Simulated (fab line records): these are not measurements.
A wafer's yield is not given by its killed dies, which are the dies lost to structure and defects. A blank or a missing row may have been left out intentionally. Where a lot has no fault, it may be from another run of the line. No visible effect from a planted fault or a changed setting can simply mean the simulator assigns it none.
Problem report, 8D (eight disciplines) form, completed by code -- flow sky130 -- the parts of the form that need people (team, actions taken, sign-off) are left out

## 1. THE ISSUE
Wafers without a fault read 44, standard deviation 6.6; killed_at_M0_to_M3 at SKY_PAD_OPEN_PROBE_99 reads a mean of 152 on 4 wafers belonging to 3 lots. Relative to the usual mean, that is a shift of +16 standard deviations.
The first sign was on wafer L857.4 at day 48 17:04, on prober-01. Wafers with a number at this step in the record: 22, from 8 lots. The rule behind "out" and "out of limits": a value lying over 4 standard deviations away from the usual mean. The rest of the wafers with a number are treated as sound.

## 2. WHAT IT IS; WHAT IT IS NOT
question,is,is not
which readings at this step,"killed_at_M0_to_M3, defect-limited-yield, killed-dies, killed-on-rim, sort_bin_5_function, sort_bin_6_memory, sort-n-pass, sort-yield-pct","killed_at_M4_up, killed-at-contacts, killed-at-other"
which lots,"L857, L858, L859","L850, L851, L853, L855, L856"
which wafers of those lots,"L857.4, L858.1, L859.3, L859.6","L857.2, L857.3, L858.5, L858.6, L859.4"
read on which tools,"prober-01, prober-02",-
when,from day 48 17:04,"up to then (15 sound wafers); but 3 sound wafers of L858, L859 came after"

## 3. WHAT RULES OUT EACH SUSPECT
Counting: a tool at a process step up to the reading stays a suspect if it ran every lot that is out. Sound lots after the first of them don't rule it out here, since some wafers of a struck lot are sound.
- cmp-01 at SKY_VIA1_CMP_24 (polishes, stops on SiO2, t overpolish 15 s, target thk 0 nm): kept. It processed each lot that is out (first: L857, day 37 21:35); up to then, its last sound lot is L853 (day 36 05:14).
- In cmp-01 at SKY_VIA1_CMP_24, the wafers that are out were processed in chamber 1 and their sound lot-mates in chambers 0, 3.
After counting, what remains is cmp-01 at SKY_VIA1_CMP_24.

## 4. THE CAUSE (what the simulator had put in)
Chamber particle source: cmp-01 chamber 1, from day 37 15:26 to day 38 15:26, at SKY_VIA1_CMP_24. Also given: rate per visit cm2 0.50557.
Counting left only this tool.

## 5. THE EFFECT CHAIN, in route order
Each row: a reading whose mean over the struck wafers that have a number lies more than 3 standard deviations from the usual. Only readings whose record carries a usual standard deviation are examined. hours: median over the lots of the time between each lot's start at the first step of this table that gives one and its start at this step. sigmas: the change, counted in usual standard deviations.
hours,step,reading,usual,on struck wafers,change,sigmas
0,SKY_PAD_OPEN_PROBE_99,defect-limited-yield,82.5 %,62.4,-20.1,-11
0,SKY_PAD_OPEN_PROBE_99,killed_at_M0_to_M3,44,152,+108,+16
0,SKY_PAD_OPEN_PROBE_99,killed-dies,86,185,+99,+11
0,SKY_PAD_OPEN_PROBE_99,killed-on-rim,17,34,+17,+4.5
0,SKY_PAD_OPEN_PROBE_99,sort_bin_3_pad_short,0.8 %,2.2,+1.4,+3.5
0,SKY_PAD_OPEN_PROBE_99,sort_bin_5_function,10.3 %,21.8,+11.5,+8.2
0,SKY_PAD_OPEN_PROBE_99,sort_bin_6_memory,6.4 %,13.6,+7.2,+7.2
0,SKY_PAD_OPEN_PROBE_99,sort-n-pass,406,307,-99,-11
0,SKY_PAD_OPEN_PROBE_99,sort-yield-pct,82.5 %,62.4,-20.1,-11
Here are the process steps it includes:
- SKY_PAD_OPEN_PROBE_99

## 6. WHAT WOULD HAVE CAUGHT IT SOONER
In this record no reading fell out of limits until day 48 17:04, 266 hours after the fault had begun at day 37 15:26.
No tool reading at SKY_VIA1_CMP_24 that has a usual standard deviation in the record was out on any struck wafer, so an alarm limit of 4 standard deviations on those readings would not have fired.
The start of SKY_VIA1_CMP_24 on cmp-01 came by day 48 17:04 for every one of the lots that are out (3). A hold on the tool at that time would have spared none of them.
